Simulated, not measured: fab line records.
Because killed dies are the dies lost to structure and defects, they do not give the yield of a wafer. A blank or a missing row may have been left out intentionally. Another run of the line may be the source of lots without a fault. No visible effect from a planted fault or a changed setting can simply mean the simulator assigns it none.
Which of the tools did it? -- flow sky130 -- 39 wafers from 13 lots sampled at 2 of the route's 708 steps

WHAT EACH GAUGE READ, for each wafer
Not one reading of a measure or inspect step in the record can be checked against a usual standard deviation.

TOOL THAT RAN EACH LOT (tool first, then ch and the chambers of the sampled wafers, then the start)
lot,SKY_VIA1_SPUTTER_20,SKY_PAD_OPEN_PROBE_99
L201,"pvd-sputter-03, day 35 01:25",-
L204,"pvd-sputter-04, day 35 23:02",-
L203,"pvd-sputter-04, day 36 02:48",-
L206,"pvd-sputter-03, day 36 15:47",-
L207,"pvd-sputter-01, day 36 19:06",-
L208,"pvd-sputter-03, day 37 04:45",-
L209,"pvd-sputter-04, day 37 17:03",-
L211,"pvd-sputter-04, day 38 03:33",-
L213,"pvd-sputter-03, day 38 18:30","prober-02, day 49 14:31"
L212,"pvd-sputter-01, day 38 20:51","prober-01, day 49 15:02"
L215,"pvd-sputter-03, day 39 08:39",-
L220,"pvd-sputter-04, day 41 08:24",-
L223,"pvd-sputter-03, day 41 17:03",-
- SKY_VIA1_SPUTTER_20: material TiN, target thk 20 nm, time 80 s.
- SKY_PAD_OPEN_PROBE_99

WHAT THE TOOLS THEMSELVES READ (means of the sampled wafers that have a number; where no wafer has one, the mark that the record gives instead)
SKY_VIA1_SPUTTER_20. Usual: chamber-pressure-pa 4.999 Pa, standard deviation 0.011; throttle-valve-pct 30.1 %, standard deviation 0.92.
lot,tool,chamber-pressure-pa (Pa),throttle-valve-pct (%),flag
L201,pvd-sputter-03,4.996,30.4,
L204,pvd-sputter-04,4.996,30.3,
L203,pvd-sputter-04,5.011,30.5,
L206,pvd-sputter-03,5.000,29.9,
L207,pvd-sputter-01,4.999,30.9,
L208,pvd-sputter-03,4.994,29.6,
L209,pvd-sputter-04,5.003,30.2,
L211,pvd-sputter-04,5.005,30.3,
L213,pvd-sputter-03,5.003,30.0,
L212,pvd-sputter-01,4.995,30.1,
L215,pvd-sputter-03,4.994,29.4,
L220,pvd-sputter-04,4.766,30.6,OFF
L223,pvd-sputter-03,5.002,30.4,

SKY_PAD_OPEN_PROBE_99. Usual: defect-limited-yield 82.5 %, standard deviation 2; killed_at_M0_to_M3 44, standard deviation 6.9; killed_at_M4_up 3.1, standard deviation 1.7; killed-at-contacts 25, standard deviation 5.6; killed-at-front-end 14, standard deviation 4.3; killed-at-other 0.3, standard deviation 0.51; killed-dies 86, standard deviation 9.8; killed-open 47, standard deviation 6.5; killed-short 39, standard deviation 6.6; sort_bin_3_pad_short 0.8 %, standard deviation 0.46; sort_bin_5_function 10.3 %, standard deviation 1.5; sort_bin_6_memory 6.4 %, standard deviation 1; sort-n-pass 406, standard deviation 9.8; sort-yield-pct 82.5 %, standard deviation 2.
lot,tool,defect-limited-yield (%),killed_at_M0_to_M3,killed_at_M4_up,killed-at-contacts,killed-at-front-end,killed-at-other,killed-dies,killed-open,killed-short,sort_bin_3_pad_short (%),sort_bin_5_function (%),sort_bin_6_memory (%),sort-n-pass,sort-yield-pct (%),flag
L213,prober-02,82.2,40,3.0,29,16,0.3,88,47,41,0.7,10.1,7.0,404,82.2,
L212,prober-01,80.2,50,3.7,30,14,0.3,98,53,45,1.2,10.8,7.8,394,80.2,

THE ANSWER, worked out from the rows above alone
Rule: take the mean of a lot's wafers that have a number; if it is more than 3 standard deviations from the usual mean, the lot is off. Also off: a lot with no number at a reading for which 4 or more lots have one. Where the step has rows for the other lots, those lots are counted as sound. Order of review: gauges by route order, followed by the tools' own readings, for which a lot's mean as printed above is used. At the first step where some lot is off, the reading lying furthest off is the one used; lots without a number count as furthest.
Off: L220, at SKY_VIA1_SPUTTER_20 (chamber-pressure-pa).
If a tool, at that step or one of the process steps before it, ran each lot that is off and ran no sound lot following the first of them, it fits. One fits: SKY_VIA1_SPUTTER_20 on pvd-sputter-04. A fault onset in the window from L211 (day 38 03:33, its last sound lot) to L220 (day 41 08:24, its first lot off) fits.
On the lots that are off, the tool's own readings at SKY_VIA1_SPUTTER_20 differ by more than 5 times the standard deviation of the sound lots' means, which bears it out; chamber-pressure-pa reads 4.766 Pa there versus 5.000 Pa on the sound lots.

WHAT WAS PUT IN BY THE SIMULATOR
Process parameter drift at SKY_VIA1_SPUTTER_20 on pvd-sputter-04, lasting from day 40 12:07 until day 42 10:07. Setting chamber-pressure-pa, moved by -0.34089, from 5. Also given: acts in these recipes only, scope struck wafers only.
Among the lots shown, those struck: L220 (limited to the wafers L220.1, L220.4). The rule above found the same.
